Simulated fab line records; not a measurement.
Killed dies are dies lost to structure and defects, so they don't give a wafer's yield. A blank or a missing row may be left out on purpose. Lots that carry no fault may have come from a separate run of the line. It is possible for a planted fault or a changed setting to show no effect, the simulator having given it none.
Problem report in the 8D (eight disciplines) form, filled by code || flow gf180mcu || the parts of the form that need people (team, actions taken, sign-off) are left out

== 1. PROBLEM STATEMENT ==
LVPWELL_RS at GF_VT_IMPLANT_RS_MEAS_48 reads a mean of 1150.6 ohm/sq on 6 wafers of 2 lots; wafers without a fault read 1196.3 ohm/sq with a standard deviation of 2.4. Relative to the usual mean, that is a shift of -19 standard deviations.
The step: measures by four-point-probe.
First seen on wafer L973.2, day 12 11:50, on film-metro-01. Wafers with a number at this step in the record: 39, from 13 lots. Rule for "out" (also "out of limits"): further than 4 standard deviations from the usual mean. The other wafers with a number count as sound.

== 2. WHAT IT IS, AND WHAT IT ISN'T ==
{"question": "which readings at this step", "is": "LVPWELL_RS", "is not": "-"}
{"question": "which lots", "is": "L973, L975", "is not": "L956, L957, L960, L962, L963, L965, L966, L967, L968, L976, L978"}
{"question": "which wafers of those lots", "is": "all that have a number", "is not": "-"}
{"question": "read on which gauges", "is": "film-metro-01, film-metro-03", "is not": "film-metro-02"}
{"question": "when", "is": "from day 12 11:50", "is not": "up to then (27 sound wafers); but 6 sound wafers of L976, L978 came after"}

== 3. THE SUSPECTS, EACH WITH WHAT RULES IT OUT ==
Counting: a tool at a process step up to the reading stays a suspect if it ran every lot that is out and no sound lot after the first of them.
- the gauge at GF_VT_IMPLANT_RS_MEAS_48: ruled out. The wafers that are out were read on 2 gauges (film-metro-01, film-metro-03).
- implanter-04 at GF_LVPWELL_IMPLANT_08: kept. It processed each lot that is out, first L973 at day 8 00:11, and no sound lot thereafter; up to then, the last sound lot it processed was L965 at day 6 09:34. Its own readings are out on those wafers: beam-energy-keV.
After counting, what remains is implanter-04 at GF_LVPWELL_IMPLANT_08.

== 4. THE CAUSE (what the simulator had put in) ==
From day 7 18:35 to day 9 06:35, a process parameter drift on implanter-04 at GF_LVPWELL_IMPLANT_08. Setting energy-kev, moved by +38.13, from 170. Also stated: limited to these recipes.
Only this tool survived the counting.

== 5. THE CHAIN OF EFFECTS, in route order ==
One row per reading whose mean, taken over the struck wafers that have a number, lies over 3 standard deviations from the usual. Scope: only readings with a usual standard deviation given in the record; hours: median across lots of the time from each lot's start at the first step in this table that gives one to its start at this step; sigmas: change in usual standard deviations.
{"hours": 0, "step": "GF_LVPWELL_IMPLANT_08", "reading": "beam-energy-keV", "usual": 170.00, "on struck wafers": 208.14, "change": "+38.14", "sigmas": "+99 or more"}
{"hours": 109, "step": "GF_VT_IMPLANT_RS_MEAS_48", "reading": "LVPWELL_RS", "usual": "1196.3 ohm/sq", "on struck wafers": 1150.6, "change": -45.7, "sigmas": -19}
Process steps it contains:
- GF_LVPWELL_IMPLANT_08
At these later measuring or inspecting steps, every struck wafer for which the step has a row has a number for every such reading, and none has moved that far: GF_CONTACT_THK_MEAS_01.

== 6. WHAT WOULD HAVE CAUGHT IT SOONER ==
Counted from the fault's start at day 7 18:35, it took 113 hours until the first out-of-limits reading at a measuring or inspecting step in this record, taken at day 12 11:50.
The tool's own readings at GF_LVPWELL_IMPLANT_08 were out on every struck wafer that the step has a row for (beam-energy-keV): an alarm limit on them would have fired on the first of those.
By day 12 11:50, every lot that is out (2) had started GF_LVPWELL_IMPLANT_08 on implanter-04. Holding the tool at that point would not have protected any of them.
